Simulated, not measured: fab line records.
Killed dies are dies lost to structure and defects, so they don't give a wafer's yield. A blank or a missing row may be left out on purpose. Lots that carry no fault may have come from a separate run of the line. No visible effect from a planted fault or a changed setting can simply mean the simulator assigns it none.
fab line records -- flow sfq_line
[record] lots = 14, wafers = 42, last_day = 95
route steps=325 shown L0@14 C5@244
lots that met no fault: from a run of the same line without faults
start_h: start of the lot's first displayed wafer, in hours after the record's first day -- wait_h: hours elapsed since this lot's preceding step -- " repeats the value in the row above -- L1.1+2: a row that stands for several wafers -- - either no value or no given start -- * or withheld: withheld -- < > ~ a bound
route shown NAME@n: a module of which the file shows steps, and the number in the route of the first -- usual: mean/standard deviation of fault-free wafers -- same: alike in all rows -- chamber/n: place in a boat -- sites: readings site by site -- _std_site: standard deviation across them -- _edge_site: mean of outer sites minus mean of inner sites -- radius_mm: how far each site lies from the wafer's centre -- mask NAME#n: copy n -- behind: the last tool/chamber to shape the wafer -- hold: reason for holding the lot/hours on hold/outcome of the hold -- device: which transistor (n, p or np) failed to switch -- end of line: the tests these same wafers got at the end of their route -- a step with no rows: only its recipe -- killed: at the first sort, the dies lost to defects and structure; wafer yield is something else -- map: a wafer's dies, x killed, . not, _ none there
set.NAME: the setting that was run; set.NAME@STEP: the one run at that earlier step -- model.NAME: the simulator's own value behind a step, which no gauge read
route steps across a sampled set of lots; one table per step, one row per wafer
services: a tool's chamber out of use, with start hour (start_h, from the record's first day; less than 0 if before it), hours out, and reason
[[steps]]
[step SFQ_TRILAYER_L0_STRIP_STRIP_009]
[recipe] gas = O2, power_w = 200, platen_temp_c = 40, overash_fraction = 0.65, chemistry = O2, pressure_mtorr = 50
[usual] drypump_motor_current_A = 5.7/0.34, oes_product_au = 1.005/0.0076
lot.wafer,tool,chamber,start_h,wait_h,drypump_motor_current_A,oes_product_au,rf_hours_counter_h
L393.2,rie_metal-01,1,69.59,0.3,5.5,1.000,-
L393.3,rie_metal-01,1,69.59,0.3,5.5,1.012,-
L393.4,rie_metal-01,1,69.59,0.3,5.5,1.012,-
L394.3,rie_metal-03,0,70.99,0.4,5.4,0.999,-
L394.4,rie_metal-03,0,70.99,0.4,5.4,0.999,-
L394.6,rie_metal-03,0,70.99,0.4,5.3,0.990,-
L396.1,rie_metal-01,1,72.88,0.0,5.5,1.007,16
L396.4,rie_metal-01,0,72.88,0.0,5.9,1.003,-
L396.6,rie_metal-01,1,72.88,0.0,5.5,0.985,-
L397.3,rie_metal-04,1,74.28,0.2,6.0,1.006,-
L397.4,rie_metal-04,0,74.28,0.2,6.2,1.016,-
L397.5,rie_metal-04,1,74.28,0.2,6.1,1.001,-
L399.4,rie_metal-04,1,76.68,0.2,6.1,1.000,-
L399.5,rie_metal-04,1,76.68,0.2,6.1,1.004,-
L399.6,rie_metal-04,0,76.68,0.2,6.2,1.020,-
L402.1,rie_metal-03,0,80.19,0.1,5.4,1.009,157
L402.5,rie_metal-03,0,80.19,0.1,5.4,0.987,-
L402.6,rie_metal-03,0,80.19,0.1,5.4,1.004,-
L403.3,rie_metal-01,0,81.48,0.2,5.9,1.012,-
L403.4,rie_metal-01,1,81.48,0.2,5.5,1.006,-
L403.5,rie_metal-01,1,81.48,0.2,5.4,0.999,-
L405.1,rie_metal-01,1,84.88,0.0,5.5,1.006,19
L405.2,rie_metal-01,0,84.88,0.0,5.9,1.012,3
L405.6,rie_metal-01,1,84.88,0.0,5.4,1.007,-
L408.1,rie_metal-01,0,167.54,0.0,5.9,1.005,21
L408.2,rie_metal-01,1,167.54,0.0,5.5,0.999,36
L408.6,rie_metal-01,1,167.54,0.0,5.5,1.007,-
L409.1,rie_metal-01,1,177.26,0.0,5.4,1.002,38
L409.2,rie_metal-01,0,177.26,0.0,5.8,1.003,22
L409.6,rie_metal-01,1,177.26,0.0,5.4,1.003,-
L411.1,rie_metal-04,1,184.46,0.0,6.1,1.000,54
L411.5,rie_metal-04,0,184.46,0.0,6.2,1.018,-
L411.6,rie_metal-04,1,184.46,0.0,6.1,1.003,-
L412.1,rie_metal-04,0,188.06,0.0,6.2,1.007,25
L412.2,rie_metal-04,1,188.06,0.0,6.1,1.007,55
L412.5,rie_metal-04,1,188.06,0.0,6.1,1.002,-
L414.2,rie_metal-01,0,204.60,0.3,5.8,1.012,-
L414.3,rie_metal-01,0,204.60,0.3,5.9,1.014,-
L414.4,rie_metal-01,0,204.60,0.3,5.9,1.012,-
L415.3,rie_metal-01,0,211.69,0.2,5.9,1.004,-
L415.4,rie_metal-01,1,211.69,0.2,5.5,1.007,-
L415.6,rie_metal-01,0,211.69,0.2,5.8,1.010,-
[step SFQ_TRILAYER_C5_LITHO_PEB_154]
[recipe] peb_temp_c = 115, peb_time_s = 60, resist = KrF
[usual] chill_plate_temp_C = 23.00/0.099, exhaust_pa = 45.1/0.86
lot.wafer,tool,chamber,start_h,wait_h,chill_plate_temp_C,exhaust_pa
L393.2,litho_track-04,0,1465.58,0.8,23.04,44.9
L393.3,litho_track-04,0,1465.58,0.8,23.04,46.8
L393.4,litho_track-04,0,1465.58,0.8,23.12,44.8
L394.3,litho_track-04,0,1540.48,0.7,23.04,45.4
L394.4,litho_track-04,0,1540.48,0.7,22.94,43.4
L394.6,litho_track-04,0,1540.48,0.7,23.02,44.5
L396.1,litho_track-01,0,1625.79,1.0,22.94,44.6
L396.4,litho_track-01,0,1625.79,1.0,22.88,44.8
L396.6,litho_track-01,0,1625.79,1.0,22.91,44.4
L397.3,litho_track-01,0,1630.16,0.7,23.01,44.6
L397.4,litho_track-01,0,1630.16,0.7,22.91,44.1
L397.5,litho_track-01,0,1630.16,0.7,23.08,45.2
L399.4,litho_track-03,0,1810.75,0.5,23.10,44.3
L399.5,litho_track-03,0,1810.75,0.5,23.10,46.0
L399.6,litho_track-03,0,1810.75,0.5,23.09,44.9
L402.1,litho_track-01,0,1835.88,1.0,22.79,46.2
L402.5,litho_track-01,0,1835.88,1.0,23.07,44.7
L402.6,litho_track-01,0,1835.88,1.0,22.96,45.4
L403.3,litho_track-03,0,1837.13,0.7,23.07,44.2
L403.4,litho_track-03,0,1837.13,0.7,23.06,45.9
L403.5,litho_track-03,0,1837.13,0.7,23.02,45.0
L405.1,litho_track-03,0,1843.08,1.0,22.97,44.6
L405.2,litho_track-03,0,1843.08,1.0,23.08,45.0
L405.6,litho_track-03,0,1843.08,1.0,23.09,44.9
L408.1,litho_track-03,-,1851.48,1.0,-,-
L408.2,litho_track-03,-,1851.48,1.0,-,-
L408.6,litho_track-03,-,1851.48,1.0,-,-
L409.1,litho_track-03,-,1856.28,1.0,-,-
L409.2,litho_track-03,-,1856.28,1.0,-,-
L409.6,litho_track-03,-,1856.28,1.0,-,-
L411.1,litho_track-01,0,1859.88,1.0,22.95,45.7
L411.5,litho_track-01,0,1859.88,1.0,23.01,46.2
L411.6,litho_track-01,0,1859.88,1.0,22.92,45.4
L412.1,litho_track-01,0,1862.28,1.0,22.98,45.9
L412.2,litho_track-01,0,1862.28,1.0,22.98,46.5
L412.5,litho_track-01,0,1862.28,1.0,23.30,45.1
L414.2,litho_track-01,0,1887.02,0.8,22.88,43.8
L414.3,litho_track-01,0,1887.02,0.8,22.89,44.1
L414.4,litho_track-01,0,1887.02,0.8,22.88,44.1
L415.3,litho_track-01,0,1891.65,0.7,23.03,45.9
L415.4,litho_track-01,0,1891.65,0.7,23.05,46.7
L415.6,litho_track-01,0,1891.65,0.7,22.95,45.0
[[services]]
tool,chamber,start_h,hours,kind
rie_metal-01,-,158.66,0.6,repair
rie_metal-01,0,183.14,10.2,repair
rie_metal-01,-,222.32,0.2,repair
rie_metal-01,1,480.73,7.6,repair
rie_metal-04,1,493.02,3.1,repair
rie_metal-01,1,654.39,5.0,repair
rie_metal-04,0,657.09,4.5,repair
rie_metal-01,0,824.17,10.3,repair
rie_metal-04,0,871.60,8.3,repair
rie_metal-01,-,879.37,2.8,pm
rie_metal-01,1,901.27,3.4,repair
rie_metal-01,0,964.07,6.5,repair
rie_metal-04,-,1006.30,28.1,pm
rie_metal-01,-,1018.91,0.2,repair
rie_metal-04,-,1050.96,1.0,repair
rie_metal-04,0,1059.79,4.8,repair
rie_metal-04,-,1099.68,2.8,pm
rie_metal-04,-,1149.86,0.4,repair
rie_metal-01,1,1197.00,6.5,repair
rie_metal-01,1,1244.47,5.8,repair
rie_metal-04,-,1261.02,1.1,repair
rie_metal-01,-,1409.48,14.6,pm
rie_metal-01,-,1697.98,1.4,pm
rie_metal-01,1,1755.90,3.2,repair
[[key]]
[first_sign] step = SFQ_TRILAYER_C5_LITHO_PEB_154, reading = tool_record, direction = missing
effect none on later readings
met_at SFQ_TRILAYER_C5_LITHO_PEB_154
struck_lots L408,L409
not_acting_at SFQ_TRILAYER_L0_STRIP_STRIP_009
onset_between 1843.08 1851.48
[fault] kind = skipped_step_whole, tool = litho_track-03, chamber = -, onset_h = 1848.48, steps = SFQ_TRILAYER_C5_LITHO_PEB_154, scope = struck_lots_only
